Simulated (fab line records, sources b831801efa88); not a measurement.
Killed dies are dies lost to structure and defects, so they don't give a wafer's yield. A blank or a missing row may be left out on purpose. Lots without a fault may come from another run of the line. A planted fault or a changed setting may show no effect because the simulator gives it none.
One fault seen from 2 desks | flow gf180mcu | each desk has only its own numbers; what lay behind them comes last

THE TOOL OWNER'S DESK: implanter-04
The tool's own readings at GF_MVSD_IMPLANT_09: means of the sampled wafers that have a number, for each lot that ran on this tool. A lot is out of limits, marked OUT, if its mean lies more than 4 standard deviations from the usual mean; the brackets give that distance.
Columns: A = dose_ions_cm2 at GF_MVSD_IMPLANT_09, usual 5e+12
lot  | first seen here | A
L461 | day 6 07:13     | 5e+12
L462 | day 6 16:16     | 5e+12
L470 | day 8 14:08     | 5e+12 (-39) OUT
L472 | day 9 01:29     | 5e+12 (-39) OUT
This desk's finding: out of limits on L470, L472; first on L470, day 8 14:08 (dose_ions_cm2 at GF_MVSD_IMPLANT_09). In limits: L461, L462.

THE METROLOGY DESK
What the gauges read, lot by lot, whatever tool the lot ran on: means of the sampled wafers that have a number. A lot is out of limits, marked OUT, if its mean lies more than 4 standard deviations from the usual mean; the brackets give that distance.
Columns: A = LVPWELL_TW at GF_LVPWELL_TW_MEAS_11, usual 563; B = MVSD_OVL at GF_MVSD_OVL_MEAS_07, usual -1.0 nm; C = MVSD_TW at GF_MVSD_TW_MEAS_11, usual 1590; D = MVPSD_OVL at GF_MVPSD_OVL_MEAS_07, usual -0.2 nm; E = MVPSD_TW at GF_MVPSD_TW_MEAS_11, usual 554; F = VT_IMPLANT_OVL at GF_VT_IMPLANT_OVL_MEAS_07, usual -1.4 nm; G = VT_IMPLANT_TW at GF_VT_IMPLANT_TW_MEAS_10, usual 560.2
lot  | first seen here | A   | B    | C    | D    | E   | F    | G
L461 | day 5 16:49     | 574 | -0.6 | 1621 | -0.5 | 551 | -1.6 | 562.2
L462 | day 6 00:28     | 573 | 0.1  | 1569 | -1.5 | 546 | -0.8 | 559.0
L467 | day 7 05:43     | 551 | -0.7 | 1555 | 0.4  | 553 | -0.1 | 562.8
L470 | day 7 22:10     | 550 | -2.6 | 1615 | 0.2  | 552 | -0.6 | 558.3
L472 | day 8 08:31     | 574 | -2.1 | 1622 | -1.4 | 549 | -0.8 | 558.1
L476 | day 9 07:55     | 555 | -1.8 | 1624 | 1.6  | 550 | -0.1 | 563.0
This desk's finding: nothing out of limits on any of the 6 lots.

PUT TOGETHER
The tool owner's desk could have raised an alarm at day 8 14:08, on L470, L472.
The metrology desk saw nothing out of limits.
The metrology desk has L470, L472 on record, within its limits.
Of the lots named, all ran GF_MVSD_IMPLANT_09 on implanter-04.

WHAT THE SIMULATOR HAD PUT IN
Process parameter drift: implanter-04, from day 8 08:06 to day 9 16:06, at GF_MVSD_IMPLANT_09. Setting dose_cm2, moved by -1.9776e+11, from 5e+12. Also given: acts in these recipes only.
Lots struck among those shown: L470, L472.
Hours from the fault's start to each desk's first reading out of limits: the tool owner's desk, 6.
